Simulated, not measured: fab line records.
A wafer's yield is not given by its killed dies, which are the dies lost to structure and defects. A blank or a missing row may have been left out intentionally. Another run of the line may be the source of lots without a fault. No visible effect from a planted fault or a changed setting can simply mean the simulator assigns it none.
The same fault as seen by 2 desks || flow sky130 || each desk holds nothing but its own numbers, with what lay behind them at the end

THE TOOL OWNER'S DESK: litho track-02
The tool's own readings at SKY_VT_ADJUST_NCORE_DEVELOP_06 (develop time 60 s): means of the sampled wafers that have a number, for each lot that ran on this tool. The brackets show how far a lot's mean lies from the usual mean; more than 4 standard deviations puts the lot out of limits, marked OUT.
Columns: A = developer temp C at SKY_VT_ADJUST_NCORE_DEVELOP_06, usual 23.01 C; B = exhaust pa at SKY_VT_ADJUST_NCORE_DEVELOP_06, usual 45.0 Pa
{"lot": "L648", "first seen here": "day 8 22:20", "A": 23.12, "B": 45.6}
{"lot": "L659", "first seen here": "day 12 04:42", "A": "23.76 (+6.8) OUT", "B": 44.5}
{"lot": "L660", "first seen here": "day 12 11:38", "A": "23.63 (+5.6) OUT", "B": 44.9}
This desk finds L659, L660 out of limits, L659 being first, at day 12 04:42 (developer temp C at SKY_VT_ADJUST_NCORE_DEVELOP_06). In limits: L648.

THE METROLOGY DESK
What the gauges read, lot by lot, whatever tool the lot ran on: means of the sampled wafers that have a number. The brackets show how far a lot's mean lies from the usual mean; more than 4 standard deviations puts the lot out of limits, marked OUT.
Columns: A = VT_ADJUST_NCORE_OVL at SKY_VT_ADJUST_NCORE_OVL_MEAS_08, usual -0.4 nm
{"lot": "L647", "first seen here": "day 8 13:15", "A": -1.5}
{"lot": "L648", "first seen here": "day 8 22:35", "A": -1.8}
{"lot": "L649", "first seen here": "day 9 01:36", "A": -1.7}
{"lot": "L650", "first seen here": "day 9 10:57", "A": 1.4}
{"lot": "L653", "first seen here": "day 10 05:25", "A": 1.3}
{"lot": "L659", "first seen here": "day 12 04:58", "A": -0.2}
{"lot": "L660", "first seen here": "day 12 11:59", "A": 1.2}
{"lot": "L662", "first seen here": "day 12 23:51", "A": -0.1}
{"lot": "L663", "first seen here": "day 13 08:35", "A": -1.0}
{"lot": "L664", "first seen here": "day 13 14:03", "A": 0.8}
{"lot": "L665", "first seen here": "day 13 19:20", "A": -1.6}
{"lot": "L667", "first seen here": "day 14 13:49", "A": -1.3}
{"lot": "L670", "first seen here": "day 15 07:37", "A": -0.4}
Result from this desk: across the 13 lots, nothing is out of limits.

PUT TOGETHER
At day 12 04:42, on L659, L660, the tool owner's desk was in a position to raise an alarm.
At the metrology desk, nothing out of limits was observed.
The metrology desk has L659, L660 on record, within its limits.
The lots listed all ran SKY_VT_ADJUST_NCORE_DEVELOP_06 on litho track-02.

WHAT THE SIMULATOR HAD INSERTED
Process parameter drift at SKY_VT_ADJUST_NCORE_DEVELOP_06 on litho track-02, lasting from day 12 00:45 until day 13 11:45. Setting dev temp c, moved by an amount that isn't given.
Struck lots among those shown: L659, L660.
Each desk's first reading out of limits, in hours after the fault started: the tool owner's desk, 4.
